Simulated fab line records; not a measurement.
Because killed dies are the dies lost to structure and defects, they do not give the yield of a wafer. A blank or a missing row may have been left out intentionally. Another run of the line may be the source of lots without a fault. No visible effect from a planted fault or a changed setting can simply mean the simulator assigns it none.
fab line records    flow gf180mcu    part 1 of 2: steps 1 to 27 of 37
record lots=5  wafers=15  last-day=34
route steps=602 shown NSD@242 PSD@248 SAB@264 SALICIDE@278
lots with no fault: from the same line, run without faults
start-h: the number of hours between the record's first day and the start of the first shown wafer of the lot    wait-h: how many hours have passed since the lot's step before this one    " identical to the entry in the row above    L1.1+2: one row covering several wafers at once    - no value, or no start given    * or withheld: withheld    < > ~ a bound
route shown NAME@n: names a module that has steps shown in the file, with the first one's number in the route    usual: average and standard deviation across the fault-free wafers    same: alike in all rows    chamber/n: place in a boat    sites: per-site readings    _std_site: the standard deviation of these    _edge_site: inner sites' mean taken away from outer sites' mean    radius-mm: for every site, how far away it sits from the centre of the wafer    mask NAME#n: copy n    behind: tool/chamber where the wafer was last shaped    hold: cause of the lot's hold/its duration in hours/its outcome    device: which transistor (n, p or np) failed to switch    end of line: the route-end tests of the same wafers    for a step that has no rows: nothing shown but its recipe    killed: dies that structure and defects cost at the first sort, which is not the same as the wafer's yield    map: a wafer's dies, marking killed ones x, the rest . and places with no die _
set.NAME: the setting the step ran with; set.NAME@STEP: the setting that earlier step ran with    model.NAME: the simulator's own value behind a step, which no gauge read
lots seen at some steps along the route; tables by step, rows by wafer
services: the hour from which a tool's chamber was out of use, counted from the record's first day as start-h (under 0 if before that day), plus the number of hours and why
## steps
# step GF_NSD_CD_MEAS_07
# recipe target-cd-nm=400
# usual cd-nm=399.7/2.2
lot.wafer  tool       chamber  start-h  wait-h  cd-nm
L079.1     cd-sem-02  -        342.39   0.1     395.5
L079.2     "          -        "        "       397.8
L079.6     "          -        "        "       397.1
L089.2     cd-sem-01  -        430.20   0.1     397.3
L089.3     "          -        "        "       399.2
L089.5     "          -        "        "       398.6
L091.3     cd-sem-01  -        445.97   0.1     402.1
L091.4     "          -        "        "       400.9
L091.5     "          -        "        "       401.0
L092.1     cd-sem-02  -        452.02   0.1     398.0
L092.3     "          -        "        "       399.2
L092.5     "          -        "        "       401.3
L094.2     cd-sem-01  -        467.80   0.1     404.1
L094.3     "          -        "        "       403.6
L094.4     "          -        "        "       402.1
# step GF_NSD_OVL_MEAS_08
# usual NSD_OVL=-0.2/1.2
lot.wafer  tool        chamber  start-h  wait-h  NSD_OVL[nm]
L079.1     overlay-01  -        342.51   0.1     -0.7
L079.2     "           -        "        "       0.3
L079.6     "           -        "        "       -0.2
L089.2     overlay-01  -        430.31   0.1     1.3
L089.3     "           -        "        "       2.5
L089.5     "           -        "        "       -1.3
L091.3     overlay-02  -        446.07   0.1     -0.8
L091.4     "           -        "        "       -0.1
L091.5     "           -        "        "       -1.8
L092.1     overlay-02  -        452.14   0.1     0.5
L092.3     "           -        "        "       1.2
L092.5     "           -        "        "       -0.1
L094.2     overlay-02  -        467.91   0.1     1.1
L094.3     "           -        "        "       -1.2
L094.4     "           -        "        "       0.1
# step GF_NSD_IMPLANT_09
# recipe species=As  energy-kev=60  dose-cm2=4e+15  tilt-deg=7
# usual dose-ions-cm2=4.001e+15/3.8e+12  tilt-deg=7.006/0.021
# same implant-ion-amu=75
lot.wafer  tool          chamber  start-h  wait-h  dose-ions-cm2  tilt-deg
L079.1     implanter-03  0        342.54   0.0     4.002e+15      6.983
L079.2     "             0        "        "       4.002e+15      6.973
L079.6     "             0        "        "       4.004e+15      7.001
L089.2     implanter-03  0        430.37   0.0     3.998e+15      7.009
L089.3     "             0        "        "       3.999e+15      7.026
L089.5     "             0        "        "       3.998e+15      7.048
L091.3     implanter-02  0        446.14   0.1     3.999e+15      7.043
L091.4     "             0        "        "       3.993e+15      7.011
L091.5     "             0        "        "       4.004e+15      6.998
L092.1     implanter-03  0        452.18   0.0     4e+15          7.044
L092.3     "             0        "        "       3.997e+15      7.069
L092.5     "             0        "        "       3.999e+15      7.027
L094.2     implanter-03  0        467.96   0.0     3.992e+15      6.988
L094.3     "             0        "        "       3.998e+15      6.970
L094.4     "             0        "        "       3.995e+15      6.970
# step GF_NSD_IMPLANT_10
# recipe species=P  energy-kev=40  dose-cm2=5e+14  tilt-deg=7
# usual dose-ions-cm2=5.001e+14/5.1e+11  tilt-deg=7.003/0.018
# same implant-ion-amu=31
lot.wafer  tool          chamber  start-h  wait-h  dose-ions-cm2  tilt-deg
L079.1     implanter-03  0        342.69   0.1     5.006e+14      7.006
L079.2     "             0        "        "       5.001e+14      7.003
L079.6     "             0        "        "       5.004e+14      7.032
L089.2     implanter-03  0        430.52   0.1     5.004e+14      7.006
L089.3     "             0        "        "       5.003e+14      6.998
L089.5     "             0        "        "       4.998e+14      6.982
L091.3     implanter-02  0        446.29   0.1     4.995e+14      7.014
L091.4     "             0        "        "       5.002e+14      7.015
L091.5     "             0        "        "       4.999e+14      7.025
L092.1     implanter-03  0        452.33   0.1     5.005e+14      7.002
L092.3     "             0        "        "       4.99e+14       7.017
L092.5     "             0        "        "       4.997e+14      6.995
L094.2     implanter-03  0        468.11   0.1     5.001e+14      7.028
L094.3     "             0        "        "       5.01e+14       7.004
L094.4     "             0        "        "       4.997e+14      7.010
# step GF_NSD_STRIP_11
# recipe chemistry=O2/N2  power-w=1400  pressure-mtorr=1500  platen-temp-c=250  o2-flow-sccm=3000  n2-flow-sccm=300  overash-fraction=0.5
# usual drypump-motor-current-A=5.8/0.46  heater-power-w=327/31  o2-flow-sccm=2999/9.1  oes-product-au=0.486/0.0046  strip-time-to-endpoint-s=22.96/0.038
lot.wafer  tool             chamber  start-h  wait-h  drypump-motor-current-A  heater-power-w  o2-flow-sccm  oes-product-au  rf-hours-counter-h  strip-time-to-endpoint-s
L079.1     plasma-asher-02  0        342.84   0.1     6.3                      312             2990          0.481           24                  22.99
L079.2     "                1        "        "       6.4                      360             3007          0.486           24                  23.00
L079.6     "                0        "        "       6.2                      309             3013          0.488           -                   22.98
L089.2     plasma-asher-02  0        430.64   0.1     6.3                      309             3008          0.483           33                  23.01
L089.3     "                1        "        "       6.4                      354             2999          0.489           -                   23.04
L089.5     "                0        "        "       6.3                      314             3010          0.492           -                   23.03
L091.3     plasma-asher-04  0        446.42   0.1     5.3                      308             2992          0.491           -                   22.98
L091.4     "                1        "        "       5.3                      304             3008          0.480           -                   22.96
L091.5     "                1        "        "       5.4                      301             2999          0.495           -                   22.95
L092.1     plasma-asher-04  0        452.48   0.1     5.2                      317             3001          0.484           82                  22.91
L092.3     "                0        "        "       5.2                      306             3008          0.492           -                   22.91
L092.5     "                1        "        "       5.3                      301             2995          0.483           -                   22.92
L094.2     plasma-asher-02  0        468.24   0.1     6.3                      319             2997          0.487           36                  22.99
L094.3     "                1        "        "       6.4                      352             3005          0.485           -                   22.99
L094.4     "                0        "        "       6.3                      308             2997          0.485           -                   22.97
# step GF_NSD_TW_MEAS_12
# usual NSD_TW=4216/35
lot.wafer  tool           chamber  start-h  wait-h  NSD_TW
L079.1     film-metro-03  -        342.94   0.1     4203
L079.2     "              -        "        "       4197
L079.6     "              -        "        "       4212
L089.2     film-metro-03  -        430.75   0.1     4213
L089.3     "              -        "        "       4213
L089.5     "              -        "        "       4236
L091.3     film-metro-03  -        446.51   0.1     4168
L091.4     "              -        "        "       4199
L091.5     "              -        "        "       4169
L092.1     film-metro-03  -        452.58   0.1     4198
L092.3     "              -        "        "       4219
L092.5     "              -        "        "       4183
L094.2     film-metro-04  -        468.35   0.1     4208
L094.3     "              -        "        "       4224
L094.4     "              -        "        "       4217
# step GF_PSD_DEHYDRATE_00
# recipe temp-c=200  time-s=60
lot.wafer   tool            chamber  start-h  wait-h
L079.1+2+6  litho-track-02  0        352.81   9.9
L089.2+3+5  litho-track-02  0        442.43   11.7
L091.3+4+5  litho-track-02  0        458.56   12.0
L092.1+3+5  litho-track-02  0        464.61   12.0
L094.2+3+4  litho-track-01  0        479.98   11.6
# step GF_PSD_HMDS_01
# recipe prime-time-s=60  prime-temp-c=120
lot.wafer   tool            chamber  start-h  wait-h
L079.1+2+6  litho-track-02  0        352.96   0.1
L089.2+3+5  litho-track-02  0        442.58   0.1
L091.3+4+5  litho-track-02  0        458.71   0.1
L092.1+3+5  litho-track-02  0        464.76   0.1
L094.2+3+4  litho-track-01  0        480.13   0.1
# step GF_PSD_COAT_02
# recipe resist=NOVOLAK  spin-rpm=3000  resist-thk-nm=1000
# usual dispense-pressure-kPa=45.8/2
lot.wafer  tool            chamber  start-h  wait-h  dispense-pressure-kPa
L079.1     litho-track-02  0        353.11   0.1     44.8
L079.2     "               0        "        "       44.7
L079.6     "               0        "        "       44.7
L089.2     litho-track-02  0        442.73   0.1     44.8
L089.3     "               0        "        "       44.8
L089.5     "               0        "        "       44.8
L091.3     litho-track-02  0        458.86   0.1     44.8
L091.4     "               0        "        "       44.8
L091.5     "               0        "        "       44.8
L092.1     litho-track-02  0        464.91   0.1     44.8
L092.3     "               0        "        "       44.8
L092.5     "               0        "        "       44.8
L094.2     litho-track-01  0        480.28   0.1     44.7
L094.3     "               0        "        "       44.7
L094.4     "               0        "        "       44.7
# step GF_PSD_SOFTBAKE_03
# recipe temp-c=90  time-s=60  resist=NOVOLAK
lot.wafer   tool            chamber  start-h  wait-h
L079.1+2+6  litho-track-02  0        353.26   0.1
L089.2+3+5  litho-track-02  0        442.88   0.1
L091.3+4+5  litho-track-02  0        459.01   0.1
L092.1+3+5  litho-track-02  0        465.06   0.1
L094.2+3+4  litho-track-01  0        480.43   0.1
# step GF_PSD_EXPOSE_04
# recipe mask-id=Pplus  target-cd-nm=400  na=0.6  source-shape=conventional  sigma-outer=0.6  dose-mj=140
# usual exposure-dose-mJ-cm2=140.2/0.71
lot.wafer  tool              chamber  start-h  wait-h  mask     exposure-dose-mJ-cm2
L079.1     iline-stepper-01  0        -        -       Pplus#0  139.8
L079.2     "                 0        "        "       Pplus#0  139.8
L079.6     "                 0        "        "       Pplus#0  139.9
L089.2     iline-stepper-01  0        -        -       Pplus#0  139.7
L089.3     "                 0        "        "       Pplus#0  139.8
L089.5     "                 0        "        "       Pplus#0  139.7
L091.3     iline-stepper-01  0        -        -       Pplus#0  140.0
L091.4     "                 0        "        "       Pplus#0  139.8
L091.5     "                 0        "        "       Pplus#0  140.1
L092.1     iline-stepper-01  0        -        -       Pplus#0  140.2
L092.3     "                 0        "        "       Pplus#0  140.0
L092.5     "                 0        "        "       Pplus#0  140.0
L094.2     iline-stepper-02  0        -        -       Pplus#0  142.0
L094.3     "                 0        "        "       Pplus#0  142.2
L094.4     "                 0        "        "       Pplus#0  142.2
# step GF_PSD_PEB_05
# recipe temp-c=withheld  time-s=*  resist=NOVOLAK
lot.wafer   tool            chamber  start-h  wait-h
L079.1+2+6  litho-track-02  0        -        -
L089.2+3+5  litho-track-01  0        -        -
L091.3+4+5  litho-track-04  0        -        -
L092.1+3+5  litho-track-01  0        -        -
L094.2+3+4  litho-track-01  0        -        -
# step GF_PSD_DEVELOP_06
# recipe develop-time-s=60  dev-temp-c=23
lot.wafer   tool            chamber  start-h  wait-h
L079.1+2+6  litho-track-02  0        363.71   0.1
L089.2+3+5  litho-track-01  0        455.03   0.1
L091.3+4+5  litho-track-04  0        470.87   0.1
L092.1+3+5  litho-track-01  0        476.55   0.1
L094.2+3+4  litho-track-01  0        492.18   0.1
# step GF_PSD_CD_MEAS_07
# recipe target-cd-nm=400
# usual cd-nm=400.0/2.3
lot.wafer  tool       chamber  start-h  wait-h  cd-nm
L079.1     cd-sem-02  -        363.86   0.1     402.7
L079.2     "          -        "        "       402.3
L079.6     "          -        "        "       402.5
L089.2     cd-sem-01  -        455.17   0.1     397.8
L089.3     "          -        "        "       395.8
L089.5     "          -        "        "       398.4
L091.3     cd-sem-01  -        471.01   0.1     401.8
L091.4     "          -        "        "       401.5
L091.5     "          -        "        "       401.9
L092.1     cd-sem-01  -        476.70   0.1     402.6
L092.3     "          -        "        "       402.2
L092.5     "          -        "        "       405.6
L094.2     cd-sem-02  -        492.32   0.1     400.1
L094.3     "          -        "        "       398.9
L094.4     "          -        "        "       401.6
# step GF_PSD_OVL_MEAS_08
# usual PSD_OVL=-0.7/1.3
lot.wafer  tool        chamber  start-h  wait-h  PSD_OVL[nm]
L079.1     overlay-01  -        363.98   0.1     -1.7
L079.2     "           -        "        "       -0.3
L079.6     "           -        "        "       -0.2
L089.2     overlay-02  -        455.28   0.1     -2.0
L089.3     "           -        "        "       -1.3
L089.5     "           -        "        "       0.9
L091.3     overlay-01  -        471.10   0.1     -0.6
L091.4     "           -        "        "       0.2
L091.5     "           -        "        "       -1.6
L092.1     overlay-01  -        476.82   0.1     0.4
L092.3     "           -        "        "       0.8
L092.5     "           -        "        "       -2.7
L094.2     overlay-02  -        492.43   0.1     0.1
L094.3     "           -        "        "       -1.3
L094.4     "           -        "        "       -1.6
# step GF_PSD_IMPLANT_09
# recipe species=BF2  energy-kev=40  dose-cm2=1.5e+15  tilt-deg=7
# usual dose-ions-cm2=1.4996e+15/1.6e+12  tilt-deg=7.003/0.022
# same implant-ion-amu=49
lot.wafer  tool          chamber  start-h  wait-h  dose-ions-cm2  tilt-deg
L079.1     implanter-03  0        364.01   0.0     1.4993e+15     6.986
L079.2     "             0        "        "       1.4992e+15     7.014
L079.6     "             0        "        "       1.4993e+15     7.008
L089.2     implanter-01  0        455.33   0.0     1.5001e+15     6.995
L089.3     "             0        "        "       1.5014e+15     6.992
L089.5     "             0        "        "       1.4999e+15     7.010
L091.3     implanter-04  0        471.18   0.1     1.4978e+15     6.994
L091.4     "             0        "        "       1.4989e+15     6.986
L091.5     "             0        "        "       1.5007e+15     7.015
L092.1     implanter-01  0        476.86   0.0     1.5006e+15     7.032
L092.3     "             0        "        "       1.4998e+15     7.008
L092.5     "             0        "        "       1.5004e+15     7.024
L094.2     implanter-03  0        492.48   0.0     1.5001e+15     7.006
L094.3     "             0        "        "       1.5013e+15     7.008
L094.4     "             0        "        "       1.5024e+15     6.996
# step GF_PSD_STRIP_10
# recipe chemistry=O2/N2  power-w=1400  pressure-mtorr=1500  platen-temp-c=250  o2-flow-sccm=3000  n2-flow-sccm=300  overash-fraction=0.5
# usual drypump-motor-current-A=5.15/0.3  heater-power-w=344/40  o2-flow-sccm=3000/9.3  oes-product-au=0.592/0.0045  strip-time-to-endpoint-s=16.525/0.028
lot.wafer  tool             chamber  start-h  wait-h  drypump-motor-current-A  heater-power-w  o2-flow-sccm  oes-product-au  rf-hours-counter-h  strip-time-to-endpoint-s
L079.1     plasma-asher-03  0        364.16   0.1     4.77                     402             3012          0.592           56                  16.521
L079.2     "                1        "        "       4.80                     368             2991          0.591           56                  16.499
L079.6     "                1        "        "       4.80                     365             2999          0.597           -                   16.501
L089.2     plasma-asher-03  0        455.46   0.1     4.83                     397             2991          0.597           66                  16.567
L089.3     "                1        "        "       4.83                     362             2993          0.586           -                   16.527
L089.5     "                0        "        "       4.83                     392             2988          0.593           -                   16.522
L091.3     plasma-asher-03  1        471.31   0.1     4.81                     367             3002          0.598           -                   16.554
L091.4     "                0        "        "       4.80                     391             2993          0.595           -                   16.512
L091.5     "                0        "        "       4.81                     405             2992          0.591           -                   16.513
L092.1     plasma-asher-03  1        477.01   0.1     4.81                     364             3032          0.589           68                  16.532
L092.3     "                1        "        "       4.83                     360             3018          0.594           -                   16.529
L092.5     "                0        "        "       4.84                     400             2989          0.589           -                   16.531
L094.2     plasma-asher-03  1        492.61   0.1     4.84                     367             3012          0.591           70                  16.543
L094.3     "                0        "        "       4.82                     402             2991          0.592           -                   16.520
L094.4     "                1        "        "       4.82                     363             2998          0.591           -                   16.518
# step GF_PSD_TW_MEAS_11
# usual PSD_TW=3178/21
lot.wafer  tool           chamber  start-h  wait-h  PSD_TW
L079.1     film-metro-01  -        364.26   0.1     3198
L079.2     "              -        "        "       3179
L079.6     "              -        "        "       3172
L089.2     film-metro-01  -        455.57   0.1     3161
L089.3     "              -        "        "       3153
L089.5     "              -        "        "       3148
L091.3     film-metro-01  -        471.40   0.1     3158
L091.4     "              -        "        "       3168
L091.5     "              -        "        "       3169
L092.1     film-metro-04  -        477.11   0.1     3167
L092.3     "              -        "        "       3163
L092.5     "              -        "        "       3174
L094.2     film-metro-04  -        492.72   0.1     3177
L094.3     "              -        "        "       3178
L094.4     "              -        "        "       3184
# step GF_PSD_CLEAN_12
# recipe chemistry=SC1/SC2  mix=1:4:20  temp-c=70  time-s=150  dry=n2-spin
# usual temp-c=69.99/0.13
lot.wafer  tool          chamber  start-h  wait-h  temp-c
L079.1     wet-bench-03  0        364.32   0.1     70.11
L079.2     "             0        "        "       70.05
L079.6     "             0        "        "       70.17
L089.2     wet-bench-01  3        455.62   0.0     69.88
L089.3     "             3        "        "       70.04
L089.5     "             3        "        "       69.92
L091.3     wet-bench-04  2        471.44   0.0     69.77
L091.4     "             2        "        "       69.79
L091.5     "             2        "        "       69.81
L092.1     wet-bench-04  2        477.17   0.1     70.10
L092.3     "             2        "        "       70.04
L092.5     "             2        "        "       70.03
L094.2     wet-bench-03  0        492.77   0.0     70.24
L094.3     "             0        "        "       69.96
L094.4     "             0        "        "       70.28
# step GF_PSD_RTA_13
# recipe temp-c=1025  time-s=20  ambient=N2
# usual anneal-temp-c-max=1031.0/1.7  lamp-power-pct=35.9/1.6  wafer_temp_C_max=1028.7/1.3
lot.wafer  tool           chamber  start-h  wait-h  anneal-temp-c-max  lamp-power-pct  wafer_temp_C_max
L079.1     rtp-anneal-02  0        364.37   0.0     1030.4             34.6            1028.0
L079.2     "              0        "        "       1031.0             34.6            1028.6
L079.6     "              0        "        "       1031.4             34.5            1028.8
L089.2     rtp-anneal-01  0        455.68   0.0     1030.2             37.8            1026.7
L089.3     "              0        "        "       1028.8             37.7            1028.1
L089.5     "              0        "        "       1030.5             37.8            1028.2
L091.3     rtp-anneal-02  0        471.52   0.0     1032.5             34.5            1031.0
L091.4     "              0        "        "       1030.5             34.6            1029.0
L091.5     "              0        "        "       1032.8             34.5            1029.1
L092.1     rtp-anneal-01  0        477.22   0.0     1029.5             37.8            1027.9
L092.3     "              0        "        "       1029.8             37.7            1027.9
L092.5     "              0        "        "       1029.0             37.8            1027.0
L094.2     rtp-anneal-01  0        492.83   0.0     1030.9             37.8            1026.4
L094.3     "              0        "        "       1027.6             37.8            1027.7
L094.4     "              0        "        "       1030.0             37.8            1026.7
# step GF_PSD_RS_MEAS_14
# recipe thk-meas-gauge=four-point-probe
# usual NSD_RS=46.18/0.096
lot.wafer  tool           chamber  start-h  wait-h  NSD_RS[ohm/sq]
L079.1     film-metro-04  -        364.46   0.1     46.20
L079.2     "              -        "        "       46.27
L079.6     "              -        "        "       46.18
L089.2     film-metro-03  -        455.77   0.1     46.15
L089.3     "              -        "        "       46.05
L089.5     "              -        "        "       46.03
L091.3     film-metro-03  -        471.61   0.1     46.00
L091.4     "              -        "        "       46.21
L091.5     "              -        "        "       46.10
L092.1     film-metro-03  -        477.30   0.1     46.11
L092.3     "              -        "        "       46.18
L092.5     "              -        "        "       46.18
L094.2     film-metro-04  -        492.92   0.1     46.30
L094.3     "              -        "        "       46.32
L094.4     "              -        "        "       46.34
# step GF_PSD_RS_MEAS_15
# recipe thk-meas-gauge=four-point-probe
# usual PSD_RS=108.7/0.33
lot.wafer  tool           chamber  start-h  wait-h  PSD_RS[ohm/sq]
L079.1     film-metro-04  -        364.58   0.1     108.4
L079.2     "              -        "        "       108.7
L079.6     "              -        "        "       108.7
L089.2     film-metro-03  -        455.89   0.1     108.8
L089.3     "              -        "        "       108.8
L089.5     "              -        "        "       108.8
L091.3     film-metro-03  -        471.73   0.1     108.1
L091.4     "              -        "        "       108.4
L091.5     "              -        "        "       108.0
L092.1     film-metro-03  -        477.42   0.1     108.7
L092.3     "              -        "        "       108.6
L092.5     "              -        "        "       108.7
L094.2     film-metro-04  -        493.04   0.1     109.2
L094.3     "              -        "        "       109.3
L094.4     "              -        "        "       109.3
# step GF_SAB_CVD_00
# recipe material=SiO2  target-thk-nm=50  precursor=TEOS  temp-c=400  time-s=4.9302  rf-w=600
# usual heater-power-w=615/100
lot.wafer  tool      chamber  start-h  wait-h  heater-power-w
L079.1     pecvd-01  0        364.70   0.1     587
L079.2     "         2        "        "       683
L079.6     "         1        "        "       444
L089.2     pecvd-04  1        455.99   0.1     478
L089.3     "         2        "        "       675
L089.5     "         0        "        "       716
L091.3     pecvd-01  1        471.81   0.1     531
L091.4     "         0        "        "       594
L091.5     "         2        "        "       628
L092.1     pecvd-04  2        477.54   0.1     678
L092.3     "         0        "        "       723
L092.5     "         2        "        "       649
L094.2     pecvd-04  0        493.14   0.1     787
L094.3     "         1        "        "       459
L094.4     "         0        "        "       787
# step GF_SAB_THK_MEAS_01
# recipe reads=SiO2_of_SAB_CVD_00
# usual SAB_CVD_00_THK=50.1/0.6
lot.wafer  tool           chamber  start-h  wait-h  SAB_CVD_00_THK[nm]
L079.1     film-metro-03  -        364.74   0.0     50.0
L079.2     "              -        "        "       50.4
L079.6     "              -        "        "       50.9
L089.2     film-metro-03  -        456.02   0.0     49.9
L089.3     "              -        "        "       49.4
L089.5     "              -        "        "       51.0
L091.3     film-metro-01  -        471.85   0.0     49.7
L091.4     "              -        "        "       50.3
L091.5     "              -        "        "       50.0
L092.1     film-metro-02  -        477.56   0.0     49.8
L092.3     "              -        "        "       50.2
L092.5     "              -        "        "       51.3
L094.2     film-metro-01  -        493.17   0.0     48.9
L094.3     "              -        "        "       49.6
L094.4     "              -        "        "       49.9
# step GF_SAB_DEHYDRATE_02
# recipe temp-c=200  time-s=60
lot.wafer   tool            chamber  start-h  wait-h
L079.1+2+6  litho-track-01  0        375.15   10.4
L089.2+3+5  litho-track-03  0        467.81   11.8
L091.3+4+5  litho-track-04  0        483.37   11.5
L092.1+3+5  litho-track-01  0        489.00   11.4
L094.2+3+4  litho-track-03  0        504.11   10.9
# step GF_SAB_HMDS_03
# recipe prime-time-s=60  prime-temp-c=120
lot.wafer   tool            chamber  start-h  wait-h
L079.1+2+6  litho-track-01  0        375.30   0.1
L089.2+3+5  litho-track-03  0        467.96   0.1
L091.3+4+5  litho-track-04  0        483.52   0.1
L092.1+3+5  litho-track-01  0        489.15   0.1
L094.2+3+4  litho-track-03  0        504.26   0.1
# step GF_SAB_COAT_04
# recipe resist=NOVOLAK  spin-rpm=3000  resist-thk-nm=1000
# usual dispense-pressure-kPa=47.5/2.1
lot.wafer  tool            chamber  start-h  wait-h  dispense-pressure-kPa
L079.1     litho-track-01  0        375.45   0.1     44.7
L079.2     "               0        "        "       44.7
L079.6     "               0        "        "       44.7
L089.2     litho-track-03  0        468.11   0.1     47.9
L089.3     "               0        "        "       47.9
L089.5     "               0        "        "       47.9
L091.3     litho-track-04  0        483.67   0.1     49.8
L091.4     "               0        "        "       49.8
L091.5     "               0        "        "       49.8
L092.1     litho-track-01  0        489.30   0.1     44.8
L092.3     "               0        "        "       44.7
L092.5     "               0        "        "       44.7
L094.2     litho-track-03  0        504.41   0.1     47.9
L094.3     "               0        "        "       47.9
L094.4     "               0        "        "       47.9
